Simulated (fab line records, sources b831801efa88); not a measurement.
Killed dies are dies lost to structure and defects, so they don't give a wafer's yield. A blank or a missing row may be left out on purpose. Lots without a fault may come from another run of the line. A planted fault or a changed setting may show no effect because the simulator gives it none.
Chamber matching | flow sky130 | SKY_VIA2_CMP_02 on cmp-02: 4 sister chambers
The step polishes SiO2. 4 wafers are shown with their chamber, then 9 later ones without.

WAFERS WITH THEIR CHAMBER
wafer  | chamber | motor_current_A (A)
L416.2 | 3       | 10.4
L416.5 | 1       | 12.1
L416.6 | 0       | 10.1
L420.1 | 2       | 10.2

WAFERS WITHOUT THEIR CHAMBER
wafer  | motor_current_A (A)
L420.5 | 10.8
L420.6 | 10.8
L421.3 | 12.6
L421.5 | 9.5
L422.2 | 11.9
L422.4 | 10.2
L427.1 | 9.4
L427.3 | 9.8
L427.5 | 10.2

WHICH CHAMBER EACH WENT THROUGH
wafer  | from the rows above          | in truth
L420.5 | can't be placed: 3 or 2 or 0 | 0
L420.6 | can't be placed: 3 or 2 or 0 | 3
L421.3 | 1                            | 1
L421.5 | can't be placed: 0 or 2 or 3 | 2
L422.2 | 1                            | 1
L422.4 | can't be placed: 2 or 0 or 3 | 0
L427.1 | can't be placed: 0 or 2 or 3 | 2
L427.3 | can't be placed: 0 or 2 or 3 | 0
L427.5 | can't be placed: 2 or 0 or 3 | 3
Placed correctly: 2 of 9. Can't be placed from these rows: 7 (the true chamber is among the candidates in 7). Placed wrongly: 0.
How it was worked out, from the rows above alone: a wafer's distance from a chamber is the root of the sum, over the readings, of the square of ((its reading less the chamber's mean) divided by the reading's scatter). The wafer belongs to the nearest chamber; if the next one is less than 2 further off, it can't be placed. A chamber's mean is the mean of its shown wafers. The scatter: with one shown wafer a chamber, the root of the mean of the squares of how far each hidden wafer lies from its nearest shown one.
